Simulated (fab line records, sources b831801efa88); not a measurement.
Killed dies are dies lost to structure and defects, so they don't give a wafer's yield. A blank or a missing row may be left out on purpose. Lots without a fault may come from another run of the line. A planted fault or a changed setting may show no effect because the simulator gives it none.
Chamber matching | flow sky130 | SKY_VIA1_ETCH_14 on rie_diel-01: 4 sister chambers
The step etches BARC in N2/H2, stops on SiO2, time 45.9 s, target depth 60 nm. 4 wafers are shown with their chamber, then 9 later ones without.

WAFERS WITH THEIR CHAMBER
wafer  | chamber | drypump_motor_current_A (A)
L087.1 | 2       | 6.17
L089.3 | 0       | 5.42
L089.4 | 1       | 5.37
L089.6 | 3       | 6.06

WAFERS WITHOUT THEIR CHAMBER
wafer  | drypump_motor_current_A (A)
L092.2 | 5.43
L092.5 | 5.43
L092.6 | 5.41
L094.1 | 5.43
L094.3 | 6.02
L094.6 | 5.36
L096.2 | 5.45
L096.4 | 6.03
L096.6 | 5.45

WHICH CHAMBER EACH WENT THROUGH
wafer  | from the rows above     | in truth
L092.2 | 0                       | 0
L092.5 | 0                       | 0
L092.6 | can't be placed: 0 or 1 | 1
L094.1 | 0                       | 0
L094.3 | 3                       | 3
L094.6 | 1                       | 1
L096.2 | 0                       | 0
L096.4 | 3                       | 3
L096.6 | 0                       | 0
Placed correctly: 8 of 9. Can't be placed from these rows: 1 (the true chamber is among the candidates in 1). Placed wrongly: 0.
How it was worked out, from the rows above alone: a wafer's distance from a chamber is the root of the sum, over the readings, of the square of ((its reading less the chamber's mean) divided by the reading's scatter). The wafer belongs to the nearest chamber; if the next one is less than 2 further off, it can't be placed. A chamber's mean is the mean of its shown wafers. The scatter: with one shown wafer a chamber, the root of the mean of the squares of how far each hidden wafer lies from its nearest shown one.
